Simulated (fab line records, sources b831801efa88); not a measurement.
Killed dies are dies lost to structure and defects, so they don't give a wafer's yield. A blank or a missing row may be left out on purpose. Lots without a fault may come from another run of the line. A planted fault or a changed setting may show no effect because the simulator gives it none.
fab line records | flow gf180mcu
record lots=5 wafers=15 last_day=33
route steps=602 shown V2@405 M3@409 V3@429
lots that met no fault: from a run of the same line without faults
start_h: hours from the record's first day to the start of the lot's first wafer shown | wait_h: hours since the lot's step before | " the same as in the row above | L1.1+2: a row that stands for several wafers | - no value, or no start given | * or withheld: withheld | < > ~ a bound
route shown NAME@n: a module of which the file shows steps, and the number in the route of the first | usual: mean/standard deviation of fault-free wafers | same: alike in all rows | chamber/n: place in a boat | sites: the reading at each site | _std_site: their standard deviation | _edge_site: outer sites' mean less inner sites' | radius_mm: how far each site lies from the wafer's centre | mask NAME#n: copy n | behind: the tool/chamber that last shaped the wafer | hold: why the lot was held/for how many hours/how that ended | device: the transistor (n, p or np) that didn't switch | end of line: the same wafers' tests at the end of the route | a step without rows: its recipe alone | killed: dies lost to structure and defects at the first sort, not the wafer's yield | map: a wafer's dies, x killed, . not, _ none there
set.NAME: the setting as run; set.NAME@STEP: as run at that earlier step | model.NAME: the simulator's own value behind a step, which no gauge read
lots at some steps of the route; a table a step, a row a wafer
services: from which hour (start_h, from the record's first day; less than 0 if before it) a tool's chamber was out of use, for how many hours, and why
## steps
# step GF_V2_CVD_23
# recipe material=W target_thk_nm=350 time_s=104.94 temp_c=400 pressure_torr=40
# usual heater_power_w=816/90
# columns lot.wafer tool chamber start_h wait_h heater_power_w
L075.3 cvd_w-02 0 471.67 0.1 925
L075.4 " 1 " " 822
L075.5 " 0 " " 914
L079.2 cvd_w-01 0 505.32 0.0 689
L079.5 " 0 " " 702
L079.6 " 1 " " 812
L087.2 cvd_w-02 1 590.58 0.0 845
L087.3 " 1 " " 849
L087.5 " 0 " " 919
L090.2 cvd_w-02 0 600.42 0.0 913
L090.3 " 1 " " 831
L090.6 " 0 " " 940
L091.1 cvd_w-01 0 609.20 0.0 685
L091.4 " 1 " " 813
L091.5 " 1 " " 814
# step GF_V2_RS_MEAS_24
# recipe thk_meas_gauge=four-point-probe reads=W_of_V2_CVD_23+TiN_of_V2_SPUTTER_22+Ti_of_V2_SPUTTER_21
# usual V2_W_RS=0.327/0.0046
# columns lot.wafer tool chamber start_h wait_h V2_W_RS[ohm/sq]
L075.3 film_metro-01 - 471.78 0.1 0.320
L075.4 " - " " 0.330
L075.5 " - " " 0.317
L079.2 film_metro-03 - 505.45 0.1 0.327
L079.5 " - " " 0.326
L079.6 " - " " 0.318
L087.2 film_metro-03 - 590.71 0.1 0.328
L087.3 " - " " 0.334
L087.5 " - " " 0.322
L090.2 film_metro-03 - 600.55 0.1 0.320
L090.3 " - " " 0.332
L090.6 " - " " 0.321
L091.1 film_metro-02 - 609.31 0.1 0.329
L091.4 " - " " 0.325
L091.5 " - " " 0.324
# step GF_V2_THK_MEAS_25
# recipe thk_meas_gauge=xrf reads=W_of_V2_CVD_23
# usual V2_W_THK=360/8.9
# columns lot.wafer tool chamber start_h wait_h V2_W_THK[nm]
L075.3 film_metro-01 - 471.88 0.1 367
L075.4 " - " " 356
L075.5 " - " " 371
L079.2 film_metro-03 - 505.56 0.1 353
L079.5 " - " " 352
L079.6 " - " " 360
L087.2 film_metro-03 - 590.82 0.1 348
L087.3 " - " " 341
L087.5 " - " " 351
L090.2 film_metro-03 - 600.66 0.1 359
L090.3 " - " " 346
L090.6 " - " " 358
L091.1 film_metro-02 - 609.43 0.1 368
L091.4 " - " " 372
L091.5 " - " " 373
# step GF_V2_CMP_26
# recipe stop_on=SiO2 down_force_psi=3.5 platen_rpm=60 t_overpolish_s=15 target_thk_nm=0 pad_velocity_m_s=0.94248
# usual motor_current_A=10.9/0.76 overpolish_run_s=15.001/0.009 platen_rpm=60.00/0.036 retaining_ring_pressure_frac=1.001/0.0048 time_to_endpoint_s=84/5.9
# columns lot.wafer tool chamber start_h wait_h motor_current_A overpolish_run_s platen_rpm retaining_ring_pressure_frac time_to_endpoint_s
L075.4 cmp-01 3 472.02 0.1 9.3 15.001 60.05 1.012 84
L075.3 " 0 " " 11.0 15.005 59.93 0.998 87
L075.5 " 1 " " 10.2 15.014 59.99 0.994 87
L079.2 cmp-02 2 505.71 0.1 10.1 15.000 60.06 1.012 75
L079.6 " 0 " " 12.2 15.002 60.04 0.995 81
L079.5 " 1 " " 11.5 15.010 59.98 0.998 90
L087.3 cmp-01 3 590.87 0.0 9.7 15.003 59.98 1.005 81
L087.2 " 0 " " 10.8 15.008 59.96 0.989 82
L087.5 " 3 " " 10.1 14.997 60.04 0.999 84
L090.3 cmp-01 1 600.71 0.0 10.1 14.997 60.04 1.003 86
L090.2 " 2 " " 11.3 14.992 60.05 1.002 85
L090.6 " 2 " " 10.5 15.007 60.00 1.003 87
L091.4 cmp-02 2 609.49 0.0 10.3 14.997 60.07 0.997 74
L091.1 " 0 " " 11.7 14.979 59.97 1.006 77
L091.5 " 3 " " 11.3 15.001 60.06 0.994 90
# step GF_M3_SPUTTER_00
# recipe material=Ti target_thk_nm=37.5 arriving_ion_energy_ev=80 substrate_temp_c=200 chamber_pressure_pa=2 power_w=4000 time_s=150
# usual throttle_valve_pct=30.6/0.88
# columns lot.wafer tool chamber start_h wait_h throttle_valve_pct
L075.3 pvd_sputter-02 - 472.22 0.1 30.7
L075.4 " - " " 30.9
L075.5 " - " " 30.6
L079.2 pvd_sputter-04 - 505.91 0.1 32.0
L079.5 " - " " 30.4
L079.6 " - " " 28.9
L087.2 pvd_sputter-04 - 591.17 0.2 30.3
L087.3 " - " " 30.2
L087.5 " - " " 32.2
L090.2 pvd_sputter-04 - 601.01 0.2 30.1
L090.3 " - " " 28.9
L090.6 " - " " 30.2
L091.1 pvd_sputter-04 - 609.79 0.1 29.2
L091.4 " - " " 32.3
L091.5 " - " " 30.2
# step GF_M3_SPUTTER_01
# recipe material=TiN target_thk_nm=30 power_w=6500 time_s=25 chamber_pressure_pa=0.4
# usual throttle_valve_pct=30.6/0.88
# columns lot.wafer tool chamber start_h wait_h throttle_valve_pct
L075.3 pvd_sputter-02 - 472.32 0.1 31.0
L075.4 " - " " 30.6
L075.5 " - " " 30.5
L079.2 pvd_sputter-04 - 506.01 0.1 32.5
L079.5 " - " " 30.4
L079.6 " - " " 28.8
L087.2 pvd_sputter-04 - 591.27 0.1 30.4
L087.3 " - " " 30.4
L087.5 " - " " 32.1
L090.2 pvd_sputter-04 - 601.11 0.1 30.4
L090.3 " - " " 29.0
L090.6 " - " " 30.3
L091.1 pvd_sputter-04 - 609.89 0.1 29.1
L091.4 " - " " 32.3
L091.5 " - " " 30.1
# step GF_M3_SPUTTER_02
# recipe material=AlCu target_thk_nm=450 power_w=10600 time_s=23.9 chamber_pressure_pa=0.4
# usual throttle_valve_pct=30.6/0.89
# columns lot.wafer tool chamber start_h wait_h throttle_valve_pct
L075.3 pvd_sputter-02 - 472.35 0.0 30.6
L075.4 " - " " 30.7
L075.5 " - " " 30.6
L079.2 pvd_sputter-04 - 506.04 0.0 32.5
L079.5 " - " " 30.2
L079.6 " - " " 28.9
L087.2 pvd_sputter-04 - 591.30 0.0 30.3
L087.3 " - " " 30.2
L087.5 " - " " 32.2
L090.2 pvd_sputter-04 - 601.14 0.0 30.1
L090.3 " - " " 29.4
L090.6 " - " " 30.4
L091.1 pvd_sputter-04 - 609.92 0.0 28.8
L091.4 " - " " 32.5
L091.5 " - " " 30.6
# step GF_M3_SPUTTER_03
# recipe material=Ti target_thk_nm=10 substrate_temp_c=300 chamber_pressure_pa=0.3 power_w=3000 time_s=6.7
# usual throttle_valve_pct=30.6/0.88
# columns lot.wafer tool chamber start_h wait_h throttle_valve_pct
L075.3 pvd_sputter-02 - 472.38 0.0 31.0
L075.4 " - " " 30.7
L075.5 " - " " 30.3
L079.2 pvd_sputter-04 - 506.07 0.0 32.3
L079.5 " - " " 30.6
L079.6 " - " " 29.2
L087.2 pvd_sputter-04 - 591.33 0.0 30.5
L087.3 " - " " 30.2
L087.5 " - " " 32.0
L090.2 pvd_sputter-04 - 601.17 0.0 30.3
L090.3 " - " " 28.8
L090.6 " - " " 30.2
L091.1 pvd_sputter-04 - 609.95 0.0 28.7
L091.4 " - " " 32.6
L091.5 " - " " 30.3
# step GF_M3_SPUTTER_04
# recipe material=TiN target_thk_nm=50 power_w=6500 time_s=40.21 chamber_pressure_pa=0.4
# usual throttle_valve_pct=30.6/0.9
# columns lot.wafer tool chamber start_h wait_h throttle_valve_pct
L075.3 pvd_sputter-02 - 472.40 0.0 31.0
L075.4 " - " " 30.8
L075.5 " - " " 30.3
L079.2 pvd_sputter-04 - 506.09 0.0 32.1
L079.5 " - " " 30.3
L079.6 " - " " 28.8
L087.2 pvd_sputter-04 - 591.35 0.0 30.8
L087.3 " - " " 30.6
L087.5 " - " " 32.1
L090.2 pvd_sputter-04 - 601.19 0.0 30.7
L090.3 " - " " 28.7
L090.6 " - " " 30.3
L091.1 pvd_sputter-04 - 609.97 0.0 28.7
L091.4 " - " " 32.2
L091.5 " - " " 30.3
# step GF_M3_RS_MEAS_05
# recipe thk_meas_gauge=four-point-probe reads=TiN_of_M3_SPUTTER_04+Ti_of_M3_SPUTTER_03+AlCu_of_M3_SPUTTER_02+TiN_of_M3_SPUTTER_01+Ti_of_M3_SPUTTER_00
# usual M3_ALCU_RS=0.0695/0.00087
# columns lot.wafer tool chamber start_h wait_h M3_ALCU_RS[ohm/sq]
L075.3 film_metro-03 - 472.48 0.1 0.0705
L075.4 " - " " 0.0699
L075.5 " - " " 0.0687
L079.2 film_metro-03 - 506.15 0.0 0.0679
L079.5 " - " " 0.0703
L079.6 " - " " 0.0690
L087.2 film_metro-03 - 591.41 0.0 0.0711
L087.3 " - " " 0.0696
L087.5 " - " " 0.0688
L090.2 film_metro-02 - 601.25 0.0 0.0697
L090.3 " - " " 0.0694
L090.6 " - " " 0.0704
L091.1 film_metro-04 - 610.01 0.0 0.0699
L091.4 " - " " 0.0689
L091.5 " - " " 0.0701
# step GF_M3_THK_MEAS_06
# recipe thk_meas_gauge=xrf reads=AlCu_of_M3_SPUTTER_02
# usual M3_ALCU_THK=452/6.9
# columns lot.wafer tool chamber start_h wait_h M3_ALCU_THK[nm]
L075.3 film_metro-03 - 472.58 0.1 444
L075.4 " - " " 447
L075.5 " - " " 455
L079.2 film_metro-03 - 506.26 0.1 461
L079.5 " - " " 443
L079.6 " - " " 452
L087.2 film_metro-03 - 591.52 0.1 437
L087.3 " - " " 448
L087.5 " - " " 457
L090.2 film_metro-02 - 601.36 0.1 452
L090.3 " - " " 456
L090.6 " - " " 450
L091.1 film_metro-04 - 610.13 0.1 452
L091.4 " - " " 455
L091.5 " - " " 446
# step GF_M3_DEHYDRATE_07
# recipe temp_c=200 time_s=60
# usual chill_plate_temp_C=23.01/0.11
# columns lot.wafer tool chamber start_h wait_h chill_plate_temp_C
L075.3 litho_track-02 0 483.51 10.9 23.02
L075.4 " 0 " " 23.08
L075.5 " 0 " " 22.84
L079.2 litho_track-03 0 517.43 11.2 23.12
L079.5 " 0 " " 23.06
L079.6 " 0 " " 23.13
L087.2 litho_track-03 0 601.03 9.5 23.15
L087.3 " 0 " " 23.00
L087.5 " 0 " " 23.05
L090.2 litho_track-04 0 611.33 10.0 23.06
L090.3 " 0 " " 22.94
L090.6 " 0 " " 22.88
L091.1 litho_track-04 0 619.25 9.1 23.13
L091.4 " 0 " " 23.09
L091.5 " 0 " " 23.12
# step GF_M3_HMDS_08
# recipe prime_time_s=60 prime_temp_c=120
# usual chill_plate_temp_C=22.98/0.11 prime_temp_c=120.01/0.15
# columns lot.wafer tool chamber start_h wait_h chill_plate_temp_C prime_temp_c
L075.3 litho_track-02 0 483.66 0.1 23.20 120.22
L075.4 " 0 " " 23.04 120.08
L075.5 " 0 " " 22.94 120.10
L079.2 litho_track-03 0 517.58 0.1 22.99 120.07
L079.5 " 0 " " 23.13 120.05
L079.6 " 0 " " 23.00 120.00
L087.2 litho_track-03 0 601.18 0.1 22.95 119.92
L087.3 " 0 " " 23.08 119.97
L087.5 " 0 " " 22.94 119.72
L090.2 litho_track-04 0 611.48 0.1 23.01 119.75
L090.3 " 0 " " 22.95 120.10
L090.6 " 0 " " 22.92 120.03
L091.1 litho_track-04 0 619.40 0.1 23.00 119.90
L091.4 " 0 " " 22.96 120.05
L091.5 " 0 " " 22.86 120.03
# step GF_M3_COAT_09
# recipe resist=KrF spin_rpm=withheld resist_thk_nm=1000
# usual chill_plate_temp_C=22.99/0.12
# columns lot.wafer tool chamber start_h wait_h chill_plate_temp_C
L075.3 litho_track-02 0 483.81 0.1 22.75
L075.4 " 0 " " 22.76
L075.5 " 0 " " 23.00
L079.2 litho_track-03 0 517.73 0.1 23.18
L079.5 " 0 " " 22.97
L079.6 " 0 " " 23.08
L087.2 litho_track-03 0 601.33 0.1 23.10
L087.3 " 0 " " 23.17
L087.5 " 0 " " 23.10
L090.2 litho_track-04 0 611.63 0.1 22.92
L090.3 " 0 " " 22.97
L090.6 " 0 " " 22.96
L091.1 litho_track-04 0 619.55 0.1 22.83
L091.4 " 0 " " 22.88
L091.5 " 0 " " 23.03
# step GF_M3_SOFTBAKE_10
# recipe temp_c=130 time_s=60 resist=KrF
# usual chill_plate_temp_C=23.03/0.092
# columns lot.wafer tool chamber start_h wait_h chill_plate_temp_C
L075.3 litho_track-02 0 483.96 0.1 22.87
L075.4 " 0 " " 23.00
L075.5 " 0 " " 22.84
L079.2 litho_track-03 0 517.88 0.1 22.99
L079.5 " 0 " " 23.01
L079.6 " 0 " " 23.02
L087.2 litho_track-03 0 601.48 0.1 23.14
L087.3 " 0 " " 22.97
L087.5 " 0 " " 23.08
L090.2 litho_track-04 0 611.78 0.1 23.01
L090.3 " 0 " " 23.08
L090.6 " 0 " " 23.05
L091.1 litho_track-04 0 619.70 0.1 23.00
L091.4 " 0 " " 23.11
L091.5 " 0 " " 22.91
# step GF_M3_EXPOSE_11
# recipe mask_id=Metal3 target_cd_nm=280 na=0.68 source_shape=conventional sigma_outer=0.6 dose_mj=28.32
# usual stage_vel_mm_s=499.95/0.27
# columns lot.wafer tool chamber start_h wait_h mask stage_vel_mm_s
L075.3 krf_scanner-02 0 - - Metal3#0 500.02
L075.4 " 0 " " Metal3#0 500.03
L075.5 " 0 " " Metal3#0 500.05
L079.2 krf_scanner-02 0 - - Metal3#0 499.90
L079.5 " 0 " " Metal3#0 499.50
L079.6 " 0 " " Metal3#0 499.99
L087.2 krf_scanner-02 0 - - Metal3#0 499.79
L087.3 " 0 " " Metal3#0 499.97
L087.5 " 0 " " Metal3#0 499.97
L090.2 krf_scanner-02 0 - - Metal3#0 499.94
L090.3 " 0 " " Metal3#0 499.98
L090.6 " 0 " " Metal3#0 500.98
L091.1 krf_scanner-01 0 - - Metal3#0 499.41
L091.4 " 0 " " Metal3#0 499.60
L091.5 " 0 " " Metal3#0 499.90
# step GF_M3_PEB_12
# recipe peb_temp_c=135 peb_time_s=90 resist=KrF
# usual chill_plate_temp_C=22.99/0.1
# columns lot.wafer tool chamber start_h wait_h chill_plate_temp_C
L075.3 litho_track-04 0 - - 22.80
L075.4 " 0 " " 22.81
L075.5 " 0 " " 22.95
L079.2 litho_track-04 0 - - 22.84
L079.5 " 0 " " 22.89
L079.6 " 0 " " 22.99
L087.2 litho_track-03 0 - - 22.98
L087.3 " 0 " " 22.93
L087.5 " 0 " " 22.86
L090.2 litho_track-03 0 - - 22.93
L090.3 " 0 " " 22.95
L090.6 " 0 " " 22.85
L091.1 litho_track-03 0 - - 22.90
L091.4 " 0 " " 22.98
L091.5 " 0 " " 23.01
# step GF_M3_DEVELOP_13
# recipe develop_time_s=60 dev_temp_c=21
# usual chill_plate_temp_C=23.01/0.094
# columns lot.wafer tool chamber start_h wait_h chill_plate_temp_C
L075.3 litho_track-04 0 495.65 0.1 22.93
L075.4 " 0 " " 22.98
L075.5 " 0 " " 23.01
L079.2 litho_track-04 0 529.08 0.2 22.99
L079.5 " 0 " " 23.06
L079.6 " 0 " " 22.94
L087.2 litho_track-03 0 612.12 0.2 22.98
L087.3 " 0 " " 23.03
L087.5 " 0 " " 22.87
L090.2 litho_track-03 0 621.57 0.2 23.14
L090.3 " 0 " " 22.95
L090.6 " 0 " " 23.02
L091.1 litho_track-03 0 630.30 0.2 23.06
L091.4 " 0 " " 22.98
L091.5 " 0 " " 23.06
# step GF_M3_CD_MEAS_14
# recipe target_cd_nm=280
# usual cd_nm=279.4/1.1
# columns lot.wafer tool chamber start_h wait_h cd_nm
L075.3 cd_sem-01 - 495.86 0.2 277.6
L075.4 " - " " 278.3
L075.5 " - " " 278.5
L079.2 cd_sem-02 - 529.22 0.1 281.3
L079.5 " - " " 280.3
L079.6 " - " " 280.3
L087.2 cd_sem-01 - 612.27 0.1 279.4
L087.3 " - " " 280.0
L087.5 " - " " 277.8
L090.2 cd_sem-02 - 621.72 0.1 280.2
L090.3 " - " " 280.9
L090.6 " - " " 280.1
L091.1 cd_sem-01 - 630.45 0.1 278.8
L091.4 " - " " 278.7
L091.5 " - " " 278.9
# step GF_M3_OVL_MEAS_15
# usual M3_OVL=1/4.9
# columns lot.wafer tool chamber start_h wait_h M3_OVL[nm]
L075.3 overlay-02 - 495.95 0.1 -3
L075.4 " - " " 3
L075.5 " - " " 1
L079.2 overlay-01 - 529.33 0.1 11
L079.5 " - " " 7
L079.6 " - " " 8
L087.2 overlay-02 - 612.38 0.1 3
L087.3 " - " " 0
L087.5 " - " " -3
L090.2 overlay-02 - 621.83 0.1 -6
L090.3 " - " " 7
L090.6 " - " " -8
L091.1 overlay-01 - 630.57 0.1 -2
L091.4 " - " " -6
L091.5 " - " " -1
# step GF_M3_METAL_ETCH_16
# recipe chemistry=Cl2/BCl3 mask_material=KrF target_depth_nm=627.5 stop_on=SiO2 pressure_mtorr=8 icp_w=800 bias_w=140 Cl2_flow_sccm=80 bcl3_flow_sccm=40 time_s=104.6
# usual drypump_motor_current_A=5.7/0.33 he_backside_leak_sccm=3.3/0.48 oes_product_au=0.970/0.0065 throttle_valve_pct=28.252/0.01
# columns lot.wafer tool chamber start_h wait_h drypump_motor_current_A he_backside_leak_sccm oes_product_au rf_hours_counter_h throttle_valve_pct
L075.3 rie_metal-01 0 496.01 0.1 5.2 3.6 0.957 - 28.257
L075.4 " 1 " " 6.3 3.7 0.973 - 28.260
L075.5 " 0 " " 5.2 3.5 0.968 - 28.244
L079.2 rie_metal-04 0 529.36 0.0 6.1 3.2 0.983 8 28.261
L079.5 " 0 " " 6.1 3.1 0.964 - 28.264
L079.6 " 1 " " 5.8 3.5 0.976 - 28.256
L087.2 rie_metal-02 0 612.44 0.1 5.3 3.2 0.963 - 28.254
L087.3 " 0 " " 5.3 3.1 0.969 - 28.250
L087.5 " 0 " " 5.3 3.0 0.983 - 28.243
L090.2 rie_metal-02 0 621.89 0.1 5.3 5.7 0.973 - 28.239
L090.3 " 0 " " 5.3 2.9 0.974 - 28.264
L090.6 " 0 " " 5.3 3.0 0.972 - 28.253
L091.1 rie_metal-04 0 630.61 0.0 6.1 3.3 0.962 12 28.259
L091.4 " 1 " " 5.8 3.5 0.975 - 28.263
L091.5 " 1 " " 5.8 3.5 0.973 - 28.257
# step GF_M3_STRIP_17
# recipe chemistry=O2/N2 power_w=1400 pressure_mtorr=1500 platen_temp_c=250 o2_flow_sccm=3000 n2_flow_sccm=300 overash_fraction=0.5
# usual drypump_motor_current_A=5.4/0.49 heater_power_w=331/21 oes_product_au=0.558/0.0051 strip_time_to_endpoint_s=7.87/0.039
# columns lot.wafer tool chamber start_h wait_h drypump_motor_current_A heater_power_w oes_product_au rf_hours_counter_h strip_time_to_endpoint_s
L075.3 plasma_asher-01 0 496.12 0.1 5.6 338 0.553 - 7.90
L075.4 " 1 " " 6.1 361 0.560 - 7.85
L075.5 " 1 " " 6.1 341 0.562 - 7.90
L079.2 plasma_asher-02 1 529.47 0.1 6.0 311 0.563 84 7.91
L079.5 " 1 " " 6.0 324 0.568 - 7.89
L079.6 " 0 " " 5.3 360 0.560 - 7.83
L087.2 plasma_asher-02 0 612.63 0.1 5.3 367 0.564 93 7.86
L087.3 " 1 " " 6.0 310 0.556 - 7.86
L087.5 " 1 " " 6.0 317 0.561 - 7.86
L090.2 plasma_asher-02 0 622.08 0.1 5.3 359 0.550 94 7.90
L090.3 " 1 " " 5.9 310 0.552 - 7.88
L090.6 " 1 " " 5.9 318 0.550 - 7.89
L091.1 plasma_asher-01 1 630.72 0.1 6.1 350 0.563 87 7.92
L091.4 " 1 " " 6.1 352 0.553 - 7.87
L091.5 " 1 " " 6.1 340 0.560 - 7.90
# step GF_M3_STRIP_18
# recipe chemistry=post_etch_residue_remover time_s=1200 temp_c=72.5
# columns lot.wafer tool chamber start_h wait_h
L075.3+4+5 wet_bench-02 3 496.19 0.0
L079.2+5+6 wet_bench-01 0 529.57 0.1
L087.2+3+5 wet_bench-01 2 612.73 0.1
L090.2+3+6 wet_bench-03 2 622.18 0.1
L091.1+4+5 wet_bench-02 0 630.82 0.1
# step GF_M3_CLEAN_19
# recipe chemistry=DIW dry=n2_spin
# columns lot.wafer tool chamber start_h wait_h
L075.3+4+5 wet_bench-03 3 496.53 0.0
L079.2+5+6 wet_bench-03 0 529.91 0.0
L087.2+3+5 wet_bench-02 3 613.07 0.0
L090.2+3+6 wet_bench-02 1 622.55 0.0
L091.1+4+5 wet_bench-02 1 631.16 0.0
# step GF_V3_CVD_00
# recipe material=SiO2 target_thk_nm=600 sigma_open_frac=0.3 temp_c=400 time_s=100 sih4_flow_sccm=60 pressure_mtorr=6
# columns lot.wafer tool chamber start_h wait_h
L075.3+4+5 hdpcvd-02 2,0,2 496.62 0.0
L079.2+5+6 hdpcvd-01 0,2,0 530.00 0.0
L087.2+3+5 hdpcvd-02 1,2,1 613.26 0.0
L090.2+3+6 hdpcvd-01 2,1,0 622.64 0.0
L091.1+4+5 hdpcvd-02 0,0,2 631.25 0.0
# step GF_V3_THK_MEAS_01
# recipe reads=SiO2_of_V3_CVD_00
# usual V3_CVD_00_THK=602/9.2
# columns lot.wafer tool chamber start_h wait_h V3_CVD_00_THK[nm]
L075.3 film_metro-04 - 496.71 0.1 605
L075.4 " - " " 596
L075.5 " - " " 615
L079.2 film_metro-04 - 530.09 0.0 613
L079.5 " - " " 598
L079.6 " - " " 612
L087.2 film_metro-04 - 613.34 0.0 609
L087.3 " - " " 603
L087.5 " - " " 616
L090.2 film_metro-04 - 622.73 0.0 595
L090.3 " - " " 613
L090.6 " - " " 602
L091.1 film_metro-01 - 631.32 0.0 606
L091.4 " - " " 595
L091.5 " - " " 596
# step GF_V3_CVD_02
# recipe material=SiO2 target_thk_nm=850 precursor=TEOS temp_c=400 time_s=94.851 rf_w=600
# usual heater_power_w=623/64
# columns lot.wafer tool chamber start_h wait_h heater_power_w
L075.3 pecvd-02 2 496.75 0.0 550
L075.4 " 1 " " 554
L075.5 " 0 " " 674
L079.2 pecvd-04 0 530.14 0.0 642
L079.5 " 2 " " 531
L079.6 " 1 " " 643
L087.2 pecvd-01 0 613.39 0.0 749
L087.3 " 2 " " 722
L087.5 " 2 " " 567
L090.2 pecvd-04 1 622.78 0.0 692
L090.3 " 0 " " 545
L090.6 " 1 " " 735
L091.1 pecvd-01 1 631.38 0.1 700
L091.4 " 1 " " 740
L091.5 " 0 " " 659
# step GF_V3_THK_MEAS_03
# recipe reads=SiO2_of_V3_CVD_02
# usual V3_CVD_02_THK=847/11
# columns lot.wafer tool chamber start_h wait_h V3_CVD_02_THK[nm]
L075.3 film_metro-01 - 496.84 0.1 846
L075.4 " - " " 859
L075.5 " - " " 861
L079.2 film_metro-01 - 530.21 0.0 837
L079.5 " - " " 853
L079.6 " - " " 844
L087.2 film_metro-01 - 613.47 0.0 849
L087.3 " - " " 842
L087.5 " - " " 856
L090.2 film_metro-03 - 622.86 0.0 837
L090.3 " - " " 840
L090.6 " - " " 849
L091.1 film_metro-03 - 631.45 0.0 843
L091.4 " - " " 858
L091.5 " - " " 850
# step GF_V3_CMP_04
# recipe material=SiO2 down_force_psi=4 platen_rpm=60 pad_velocity_m_s=0.94248
# usual motor_current_A=11.9/0.77 platen_rpm=60.00/0.037 retaining_ring_pressure_frac=1.000/0.0052 time_to_endpoint_s=78/6.9
# columns lot.wafer tool chamber start_h wait_h motor_current_A platen_rpm retaining_ring_pressure_frac time_to_endpoint_s
L075.4 cmp-01 1 496.93 0.1 12.0 60.01 1.009 82
L075.3 " 2 " " 12.2 59.93 1.005 77
L075.5 " 1 " " 11.1 60.02 1.010 81
L079.2 cmp-02 1 530.36 0.1 12.1 60.06 0.989 82
L079.6 " 3 " " 12.4 59.97 1.006 88
L079.5 " 0 " " 12.7 59.99 0.996 78
L087.3 cmp-02 0 613.52 0.0 13.2 59.98 1.000 65
L087.2 " 3 " " 12.6 60.04 0.999 80
L087.5 " 1 " " 11.5 59.99 0.994 78
L090.3 cmp-01 3 622.91 0.0 11.2 59.94 1.006 74
L090.2 " 1 " " 11.8 59.99 1.005 76
L090.6 " 3 " " 10.9 59.94 0.998 77
L091.1 cmp-01 2 631.51 0.1 11.5 59.92 1.001 84
L091.4 " 3 " " 10.3 59.92 1.003 88
L091.5 " 3 " " 10.7 60.04 0.997 79
# step GF_V3_BOW_MEAS_05
# recipe mode=bow
# usual V3_BOW=117/7.8
# columns lot.wafer tool chamber start_h wait_h V3_BOW[um]
L075.3 film_metro-04 - 497.22 0.2 117
L075.4 " - " " 124
L075.5 " - " " 115
L079.2 film_metro-01 - 530.58 0.2 112
L079.5 " - " " 108
L079.6 " - " " 121
L087.2 film_metro-04 - 613.84 0.1 119
L087.3 " - " " 132
L087.5 " - " " 111
L090.2 film_metro-04 - 623.23 0.2 100
L090.3 " - " " 108
L090.6 " - " " 108
L091.1 film_metro-04 - 631.81 0.2 116
L091.4 " - " " 123
L091.5 " - " " 115
# step GF_V3_DEHYDRATE_06
# recipe temp_c=200 time_s=60
# usual chill_plate_temp_C=23.00/0.11
# columns lot.wafer tool chamber start_h wait_h chill_plate_temp_C
L075.3 litho_track-04 0 507.80 10.6 23.03
L075.4 " 0 " " 22.73
L075.5 " 0 " " 22.96
L079.2 litho_track-02 0 541.43 10.8 23.04
L079.5 " 0 " " 22.81
L079.6 " 0 " " 23.04
L087.2 litho_track-02 0 623.03 9.2 23.08
L087.3 " 0 " " 22.85
L087.5 " 0 " " 23.07
L090.2 litho_track-02 0 633.13 9.9 23.02
L090.3 " 0 " " 22.88
L090.6 " 0 " " 22.96
L091.1 litho_track-02 0 641.06 9.2 23.07
L091.4 " 0 " " 23.07
L091.5 " 0 " " 23.10
# step GF_V3_HMDS_07
# recipe prime_time_s=60 prime_temp_c=120
# usual chill_plate_temp_C=23.01/0.093 prime_temp_c=120.00/0.12
# columns lot.wafer tool chamber start_h wait_h chill_plate_temp_C prime_temp_c
L075.3 litho_track-04 0 507.95 0.1 23.02 120.14
L075.4 " 0 " " 22.94 119.81
L075.5 " 0 " " 23.06 120.04
L079.2 litho_track-02 0 541.58 0.1 22.95 120.10
L079.5 " 0 " " 23.09 119.98
L079.6 " 0 " " 23.20 119.99
L087.2 litho_track-02 0 623.18 0.1 22.78 119.83
L087.3 " 0 " " 23.01 120.01
L087.5 " 0 " " 23.07 120.11
L090.2 litho_track-02 0 633.28 0.1 23.01 119.86
L090.3 " 0 " " 23.09 119.80
L090.6 " 0 " " 23.01 120.07
L091.1 litho_track-02 0 641.21 0.1 23.09 119.84
L091.4 " 0 " " 23.11 119.89
L091.5 " 0 " " 23.15 120.05
# step GF_V3_COAT_08
# recipe resist=BARC temp_c=withheld time_s=withheld spin_rpm=withheld resist_thk_nm=withheld
# usual chill_plate_temp_C=*
# columns lot.wafer tool chamber start_h wait_h chill_plate_temp_C
L075.3 litho_track-04 0 508.10 0.1 *
L075.4 " 0 " " *
L075.5 " 0 " " *
L079.2 litho_track-02 0 541.73 0.1 *
L079.5 " 0 " " *
L079.6 " 0 " " *
L087.2 litho_track-02 0 623.33 0.1 *
L087.3 " 0 " " *
L087.5 " 0 " " *
L090.2 litho_track-02 0 633.43 0.1 *
L090.3 " 0 " " *
L090.6 " 0 " " *
L091.1 litho_track-02 0 641.36 0.1 *
L091.4 " 0 " " *
L091.5 " 0 " " *
# step GF_V3_COAT_09
# recipe resist=KrF spin_rpm=withheld resist_thk_nm=1000
# usual chill_plate_temp_C=23.00/0.1
# columns lot.wafer tool chamber start_h wait_h chill_plate_temp_C
L075.3 litho_track-04 0 - - 23.19
L075.4 " 0 " " 23.01
L075.5 " 0 " " 23.23
L079.2 litho_track-02 0 - - 23.00
L079.5 " 0 " " 22.94
L079.6 " 0 " " 22.81
L087.2 litho_track-02 0 - - 22.99
L087.3 " 0 " " 22.87
L087.5 " 0 " " 23.07
L090.2 litho_track-02 0 - - 23.06
L090.3 " 0 " " 23.19
L090.6 " 0 " " 23.08
L091.1 litho_track-02 0 - - 22.92
L091.4 " 0 " " 22.92
L091.5 " 0 " " 23.07
## services
# columns tool chamber start_h hours kind
cmp-01 - 467.24 0.5 repair
rie_metal-02 - 468.33 28.1 pm
plasma_asher-01 - 474.40 6.0 pm
krf_scanner-02 - 475.22 0.8 pm
cvd_w-01 1 475.90 9.9 repair
cmp-01 - 478.10 7.0 pm
pvd_sputter-04 - 483.64 14.4 repair
cmp-01 - 487.59 0.4 repair
cvd_w-02 - 531.14 6.9 pm
cmp-02 - 531.89 0.6 repair
plasma_asher-02 - 538.58 2.8 pm
cmp-01 - 538.74 5.7 pm
hdpcvd-02 - 539.25 15.0 pm
pvd_sputter-02 - 539.27 1.1 repair
krf_scanner-02 - 552.38 1.3 pm
cvd_w-02 - 555.54 1.4 repair
cmp-02 - 565.62 0.5 repair
plasma_asher-02 - 574.57 1.5 repair
krf_scanner-02 - 575.06 1.0 pm
cmp-02 - 585.45 4.0 pm
cmp-01 - 592.46 0.5 repair
krf_scanner-02 - 608.74 0.8 repair
cvd_w-02 - 619.50 1.6 repair
cmp-01 - 619.98 2.9 repair
## key
fault none
